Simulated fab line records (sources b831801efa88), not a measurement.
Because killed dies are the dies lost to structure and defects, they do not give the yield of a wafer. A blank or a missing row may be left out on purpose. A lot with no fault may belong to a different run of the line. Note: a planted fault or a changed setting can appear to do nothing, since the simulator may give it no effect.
A lot that was struck, set against a sound lot | flow gf180mcu | 16 out of 602 route steps
Sound: the wafers L369.2, L369.3, L369.4. Struck: wafers L382.1, L382.3. (L382.5 of the same lot was not struck and is left out.) The cause comes at the end.
Order at every step that has rows: each side's tool, ch and its chambers, its first start. Under that, the readings that differ: sound wafers | struck wafers | difference of the means | sigmas: that difference in standard deviations of wafers without a fault.
alike: readings with means less than 2 such deviations apart, plus words and numbers identical on both sides. not compared: withheld readings, readings lacking a value on some wafer, bounds such as >300 that could conceal the same value, and numbers that have no deviation in the record and whose values overlap.
A row with sigmas, a row that says differs or no value, or rows on one side alone: a step with any of these is where the two part. Numbers that don't overlap but have no deviation are shown without sigmas and don't part them. Lack of a reading on every wafer of one side parts them only where that side has two or more wafers.

first, 3 steps without rows for these wafers: GF_V1_EXPOSE_11 (exposes mask Via1, target cd 260 nm); GF_V1_PEB_12 (peb time 90 s); GF_V1_DEVELOP_13 (develop time 60 s).
GF_V1_CD_MEAS_14 targets a cd of 260 nm.
  sound on cd-sem-01 at day 20 23:17; struck on cd-sem-02 at day 25 11:14
  alike: cd-nm
GF_V1_OVL_MEAS_15:
  sound on overlay-02 at day 20 23:23; struck on overlay-01 at day 25 11:21
  alike: V1_OVL
GF_V1_ETCH_16: etches BARC in N2/H2.
  sound on rie-diel-03 ch 0,1,2, day 20 23:25; struck on rie-diel-02 ch 1,3, day 25 11:23
  alike: chamber-pressure-mTorr, drypump-motor-current-A, oes-product-au, throttle-valve-pct
then, 1 step without rows for these wafers: GF_V1_ETCH_17 (etches SiO2 in C4F8/O2/Ar, stops on TiN, target depth 630 nm).
GF_V1_STRIP_18: strips in O2/N2.
  sound on plasma-asher-04 ch 0,1, day 20 23:33; struck on plasma-asher-03 ch 0,1, day 25 11:31
  reading                     | sound          | struck    | difference | sigmas
  drypump-motor-current-A (A) | 6.04 6.06 6.08 | 5.67 5.68 | -0.38      | -2
  alike: chamber-pressure-mTorr, heater-power-w, oes-product-au
  not compared: rf-hours-counter-h
then, 2 steps without rows for these wafers: GF_V1_STRIP_19 (strips in post etch residue remover, time 1200 s); GF_V1_CLEAN_20 (cleans in DIW).
GF_V1_SPUTTER_21: material Ti, target thk 15 nm, time 80.02 s.
  sound on pvd-sputter-02 at day 21 00:06; struck on pvd-sputter-03 at day 25 12:03
  alike: throttle-valve-pct
GF_V1_SPUTTER_22: material TiN, target thk 10 nm, time 40 s.
  sound on pvd-sputter-02 at day 21 00:10; struck on pvd-sputter-03 at day 25 12:07
  alike: throttle-valve-pct
GF_V1_CVD_23: deposits W, target thk 350 nm, time 105.05 s.
  sound on cvd-w-01 ch 0,1, day 21 00:12; struck on cvd-w-01 ch 1, day 25 12:09
  reading                          | sound             | struck      | difference | sigmas
  model.W_of_V1_CVD_23.thk-nm (nm) | 342.4 343.4 347.5 | 327.5 324.6 | -18.4      |
  alike: heater-power-w
GF_V1_RS_MEAS_24: uses a four-point probe to measure.
  sound on film-metro-04 at day 21 00:20; struck on film-metro-03 at day 25 12:16
  reading          | sound             | struck      | difference | sigmas
  V1_W_RS (ohm/sq) | 0.335 0.334 0.330 | 0.350 0.353 | +0.018     | +3
GF_V1_THK_MEAS_25: measures by xrf.
  sound on film-metro-04 at day 21 00:26; struck on film-metro-03 at day 25 12:23
  alike: V1_W_THK
GF_V1_CMP_26: polishes, stops on SiO2, t overpolish 15 s, target thk 0 nm.
  sound on cmp-01 ch 1,2,3, day 21 00:29; struck on cmp-02 ch 0,1, day 25 12:26
  alike: motor-current-A, slurry-filter-dp-kPa

== WHERE THEY PART ==
First at GF_V1_STRIP_18; last, within this record, at GF_V1_RS_MEAS_24. Later steps at which nothing parts them and some readings are alike: GF_V1_THK_MEAS_25, GF_V1_CMP_26.

WHY: whatever the simulator had introduced
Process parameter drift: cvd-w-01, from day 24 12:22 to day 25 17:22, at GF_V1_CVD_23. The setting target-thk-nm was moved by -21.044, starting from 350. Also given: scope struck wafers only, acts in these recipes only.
